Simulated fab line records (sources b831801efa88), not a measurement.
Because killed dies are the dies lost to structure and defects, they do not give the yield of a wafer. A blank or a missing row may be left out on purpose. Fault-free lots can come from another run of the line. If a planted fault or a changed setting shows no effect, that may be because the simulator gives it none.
What tool caused it? || flow gf180mcu || 13 lots with 39 wafers sampled at 5 steps, on a route of 602 steps

WHAT EACH GAUGE READ, for each wafer
GF_V4_THK_MEAS_01. Usual: V4_CVD_00_THK typically reads 601 nm, with standard deviation 6.9.
{"lot": "L966", "measured": "day 23 12:14", "on": "filmMetro-04", "V4_CVD_00_THK (nm)": "593 584 609", "flag": ""}
{"lot": "L968", "measured": "day 24 04:28", "on": "filmMetro-01", "V4_CVD_00_THK (nm)": "601 611 604", "flag": ""}
{"lot": "L970", "measured": "day 25 07:31", "on": "filmMetro-04", "V4_CVD_00_THK (nm)": "603 603 598", "flag": ""}
{"lot": "L971", "measured": "day 25 09:16", "on": "filmMetro-01", "V4_CVD_00_THK (nm)": "608 595 599", "flag": ""}
{"lot": "L974", "measured": "day 26 08:37", "on": "filmMetro-02", "V4_CVD_00_THK (nm)": "607 606 599", "flag": ""}
{"lot": "L975", "measured": "day 26 10:48", "on": "filmMetro-01", "V4_CVD_00_THK (nm)": "603 608 596", "flag": ""}
{"lot": "L976", "measured": "day 27 02:29", "on": "filmMetro-04", "V4_CVD_00_THK (nm)": "607 603 603", "flag": ""}
{"lot": "L978", "measured": "day 27 17:19", "on": "filmMetro-04", "V4_CVD_00_THK (nm)": "599 595 606", "flag": ""}
{"lot": "L982", "measured": "day 29 00:04", "on": "filmMetro-04", "V4_CVD_00_THK (nm)": "611 598 503", "flag": "OFF"}
{"lot": "L984", "measured": "day 29 09:52", "on": "filmMetro-02", "V4_CVD_00_THK (nm)": "603 505 603", "flag": "OFF"}
{"lot": "L986", "measured": "day 29 23:39", "on": "filmMetro-04", "V4_CVD_00_THK (nm)": "599 609 599", "flag": ""}
{"lot": "L988", "measured": "day 30 12:03", "on": "filmMetro-01", "V4_CVD_00_THK (nm)": "608 611 605", "flag": ""}
{"lot": "L989", "measured": "day 30 18:50", "on": "filmMetro-01", "V4_CVD_00_THK (nm)": "601 602 603", "flag": ""}

GF_V4_THK_MEAS_03. Usual: V4_CVD_02_THK typically reads 850 nm, with standard deviation 11.
{"lot": "L966", "measured": "day 23 12:22", "on": "filmMetro-01", "V4_CVD_02_THK (nm)": "832 845 837", "flag": ""}
{"lot": "L968", "measured": "day 24 04:36", "on": "filmMetro-04", "V4_CVD_02_THK (nm)": "848 840 872", "flag": ""}
{"lot": "L970", "measured": "day 25 07:39", "on": "filmMetro-01", "V4_CVD_02_THK (nm)": "862 849 866", "flag": ""}
{"lot": "L971", "measured": "day 25 09:23", "on": "filmMetro-04", "V4_CVD_02_THK (nm)": "835 841 855", "flag": ""}
{"lot": "L974", "measured": "day 26 08:44", "on": "filmMetro-01", "V4_CVD_02_THK (nm)": "851 872 864", "flag": ""}
{"lot": "L975", "measured": "day 26 10:56", "on": "filmMetro-02", "V4_CVD_02_THK (nm)": "823 850 865", "flag": ""}
{"lot": "L976", "measured": "day 27 02:37", "on": "filmMetro-01", "V4_CVD_02_THK (nm)": "829 852 851", "flag": ""}
{"lot": "L978", "measured": "day 27 17:29", "on": "filmMetro-01", "V4_CVD_02_THK (nm)": "852 845 848", "flag": ""}
{"lot": "L982", "measured": "day 29 00:11", "on": "filmMetro-04", "V4_CVD_02_THK (nm)": "827 855 853", "flag": ""}
{"lot": "L984", "measured": "day 29 09:59", "on": "filmMetro-01", "V4_CVD_02_THK (nm)": "837 854 850", "flag": ""}
{"lot": "L986", "measured": "day 29 23:47", "on": "filmMetro-02", "V4_CVD_02_THK (nm)": "847 852 875", "flag": ""}
{"lot": "L988", "measured": "day 30 12:11", "on": "filmMetro-04", "V4_CVD_02_THK (nm)": "834 847 854", "flag": ""}
{"lot": "L989", "measured": "day 30 18:58", "on": "filmMetro-01", "V4_CVD_02_THK (nm)": "842 849 852", "flag": ""}

GF_V4_CD_MEAS_14 targets a cd of 260 nm. Usual: cdNm at 260.0 nm, with a standard deviation of 1.3.
{"lot": "L966", "measured": "day 24 10:59", "on": "cdSem-01", "cdNm (nm)": "262.9 261.1 261.8", "flag": ""}
{"lot": "L968", "measured": "day 25 03:24", "on": "cdSem-01", "cdNm (nm)": "259.5 260.0 259.2", "flag": ""}
{"lot": "L970", "measured": "day 26 05:07", "on": "cdSem-02", "cdNm (nm)": "260.1 261.9 260.5", "flag": ""}
{"lot": "L971", "measured": "day 26 07:15", "on": "cdSem-02", "cdNm (nm)": "260.5 260.9 260.6", "flag": ""}
{"lot": "L974", "measured": "day 27 05:26", "on": "cdSem-01", "cdNm (nm)": "259.5 260.8 260.1", "flag": ""}
{"lot": "L975", "measured": "day 27 07:42", "on": "cdSem-02", "cdNm (nm)": "261.5 261.9 262.3", "flag": ""}
{"lot": "L976", "measured": "day 27 23:38", "on": "cdSem-01", "cdNm (nm)": "258.4 257.3 258.5", "flag": ""}
{"lot": "L978", "measured": "day 28 13:55", "on": "cdSem-02", "cdNm (nm)": "258.5 259.5 259.6", "flag": ""}
{"lot": "L982", "measured": "day 29 20:13", "on": "cdSem-02", "cdNm (nm)": "260.0 260.5 258.9", "flag": ""}
{"lot": "L984", "measured": "day 30 05:34", "on": "cdSem-02", "cdNm (nm)": "261.0 260.4 261.3", "flag": ""}
{"lot": "L986", "measured": "day 30 18:43", "on": "cdSem-02", "cdNm (nm)": "258.6 259.7 259.0", "flag": ""}
{"lot": "L988", "measured": "day 31 06:32", "on": "cdSem-01", "cdNm (nm)": "257.3 256.9 256.3", "flag": ""}
{"lot": "L989", "measured": "day 31 13:04", "on": "cdSem-02", "cdNm (nm)": "259.8 260.0 259.8", "flag": ""}

WHAT TOOL EACH LOT RAN ON (gives the tool, then ch and the chambers of the sampled wafers, and finally the start)
{"lot": "L966", "GF_M3_SPUTTER_00": "pvdSputter-01, day 20 08:43", "GF_V4_CVD_00": "hdpcvd-02 ch 0,1,2, day 23 12:08"}
{"lot": "L968", "GF_M3_SPUTTER_00": "pvdSputter-01, day 21 02:17", "GF_V4_CVD_00": "hdpcvd-01 ch 1,2, day 24 04:21"}
{"lot": "L970", "GF_M3_SPUTTER_00": "pvdSputter-01, day 22 07:55", "GF_V4_CVD_00": "hdpcvd-02 ch 0,1,2, day 25 07:28"}
{"lot": "L971", "GF_M3_SPUTTER_00": "pvdSputter-01, day 22 10:07", "GF_V4_CVD_00": "hdpcvd-02 ch 0,2, day 25 09:11"}
{"lot": "L974", "GF_M3_SPUTTER_00": "pvdSputter-01, day 23 10:52", "GF_V4_CVD_00": "hdpcvd-02 ch 0,2, day 26 08:31"}
{"lot": "L975", "GF_M3_SPUTTER_00": "pvdSputter-01, day 23 13:55", "GF_V4_CVD_00": "hdpcvd-02 ch 1,2, day 26 10:44"}
{"lot": "L976", "GF_M3_SPUTTER_00": "pvdSputter-01, day 24 05:50", "GF_V4_CVD_00": "hdpcvd-01 ch 0,2, day 27 02:25"}
{"lot": "L978", "GF_M3_SPUTTER_00": "pvdSputter-01, day 24 22:13", "GF_V4_CVD_00": "hdpcvd-01 ch 0,1,2, day 27 17:14"}
{"lot": "L982", "GF_M3_SPUTTER_00": "pvdSputter-03, day 26 07:49", "GF_V4_CVD_00": "hdpcvd-01 ch 0,1,2, day 28 23:58"}
{"lot": "L984", "GF_M3_SPUTTER_00": "pvdSputter-01, day 26 19:37", "GF_V4_CVD_00": "hdpcvd-01 ch 0,1,2, day 29 09:46"}
{"lot": "L986", "GF_M3_SPUTTER_00": "pvdSputter-03, day 27 08:44", "GF_V4_CVD_00": "hdpcvd-02 ch 0,2, day 29 23:34"}
{"lot": "L988", "GF_M3_SPUTTER_00": "pvdSputter-04, day 27 22:12", "GF_V4_CVD_00": "hdpcvd-02 ch 0,1,2, day 30 11:59"}
{"lot": "L989", "GF_M3_SPUTTER_00": "pvdSputter-04, day 28 06:43", "GF_V4_CVD_00": "hdpcvd-02 ch 0,1, day 30 18:45"}
- GF_M3_SPUTTER_00: material Ti, target thk 37.5 nm, time 150 s.
- GF_V4_CVD_00: deposits SiO2, target thk 600 nm, time 100 s.

AS READ BY THE TOOLS THEMSELVES (means over the sampled wafers that have a number; for cases with no such wafer, the mark the record gives instead)
GF_M3_SPUTTER_00. Usual: throttleValvePct at 29.7 %, with a standard deviation of 0.77.
{"lot": "L966", "tool": "pvdSputter-01", "throttleValvePct (%)": 28.8, "flag": ""}
{"lot": "L968", "tool": "pvdSputter-01", "throttleValvePct (%)": 29.6, "flag": ""}
{"lot": "L970", "tool": "pvdSputter-01", "throttleValvePct (%)": 29.9, "flag": ""}
{"lot": "L971", "tool": "pvdSputter-01", "throttleValvePct (%)": 29.5, "flag": ""}
{"lot": "L974", "tool": "pvdSputter-01", "throttleValvePct (%)": 29.9, "flag": ""}
{"lot": "L975", "tool": "pvdSputter-01", "throttleValvePct (%)": 29.4, "flag": ""}
{"lot": "L976", "tool": "pvdSputter-01", "throttleValvePct (%)": 29.9, "flag": ""}
{"lot": "L978", "tool": "pvdSputter-01", "throttleValvePct (%)": 29.9, "flag": ""}
{"lot": "L982", "tool": "pvdSputter-03", "throttleValvePct (%)": 29.9, "flag": ""}
{"lot": "L984", "tool": "pvdSputter-01", "throttleValvePct (%)": 29.9, "flag": ""}
{"lot": "L986", "tool": "pvdSputter-03", "throttleValvePct (%)": 30.0, "flag": ""}
{"lot": "L988", "tool": "pvdSputter-04", "throttleValvePct (%)": 29.8, "flag": ""}
{"lot": "L989", "tool": "pvdSputter-04", "throttleValvePct (%)": 30.1, "flag": ""}

GF_V4_CVD_00. Usual: sih4FlowSccm at 60.01 sccm, with a standard deviation of 0.17.
{"lot": "L966", "tool": "hdpcvd-02", "sih4FlowSccm (sccm)": 60.23, "flag": ""}
{"lot": "L968", "tool": "hdpcvd-01", "sih4FlowSccm (sccm)": 59.99, "flag": ""}
{"lot": "L970", "tool": "hdpcvd-02", "sih4FlowSccm (sccm)": 59.89, "flag": ""}
{"lot": "L971", "tool": "hdpcvd-02", "sih4FlowSccm (sccm)": 60.02, "flag": ""}
{"lot": "L974", "tool": "hdpcvd-02", "sih4FlowSccm (sccm)": 60.13, "flag": ""}
{"lot": "L975", "tool": "hdpcvd-02", "sih4FlowSccm (sccm)": 60.00, "flag": ""}
{"lot": "L976", "tool": "hdpcvd-01", "sih4FlowSccm (sccm)": 59.93, "flag": ""}
{"lot": "L978", "tool": "hdpcvd-01", "sih4FlowSccm (sccm)": 59.82, "flag": ""}
{"lot": "L982", "tool": "hdpcvd-01", "sih4FlowSccm (sccm)": 57.05, "flag": "OFF"}
{"lot": "L984", "tool": "hdpcvd-01", "sih4FlowSccm (sccm)": 57.17, "flag": "OFF"}
{"lot": "L986", "tool": "hdpcvd-02", "sih4FlowSccm (sccm)": 59.96, "flag": ""}
{"lot": "L988", "tool": "hdpcvd-02", "sih4FlowSccm (sccm)": 60.06, "flag": ""}
{"lot": "L989", "tool": "hdpcvd-02", "sih4FlowSccm (sccm)": 59.93, "flag": ""}

THE ANSWER, worked out from the rows above alone
Rule: a lot is off if the mean of its wafers that have a number lies more than 3 standard deviations from the usual mean. A lot without any number at a reading at which 4 lots or more have one is off too. The other lots that the step has rows for count as sound. Order of review: gauges by route order, followed by the tools' own readings, for which a lot's mean as printed above is used. At the first step where some lot is off, the reading lying furthest off is the one used; lots without a number count as furthest.
Off: L982, L984, seen at GF_V4_THK_MEAS_01 (V4_CVD_00_THK).
A tool fits if, at a process step before that reading, it ran every lot that is off, and no sound lot after the first of them. The gauges at GF_V4_THK_MEAS_01 aren't tried: what is off there is off at GF_V4_CVD_00 too, on other tools, and a gauge's error can't cause that. One candidate fits, namely hdpcvd-01 at GF_V4_CVD_00. A fault onset in the window from L978 (day 27 17:14, its last sound lot) to L982 (day 28 23:58, its first lot off) fits.
The tool's own readings at GF_V4_CVD_00 bear it out: on the lots that are off they differ by more than 5 times the standard deviation of the sound lots' means. sih4FlowSccm reads 57.11 sccm there against 60.00 sccm on the sound lots.

WHAT HAD BEEN PUT IN BY THE SIMULATOR
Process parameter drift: hdpcvd-01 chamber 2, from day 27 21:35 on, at GF_V4_CVD_00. Setting sih4FlowSccm, moved by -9, from 60. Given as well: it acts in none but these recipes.
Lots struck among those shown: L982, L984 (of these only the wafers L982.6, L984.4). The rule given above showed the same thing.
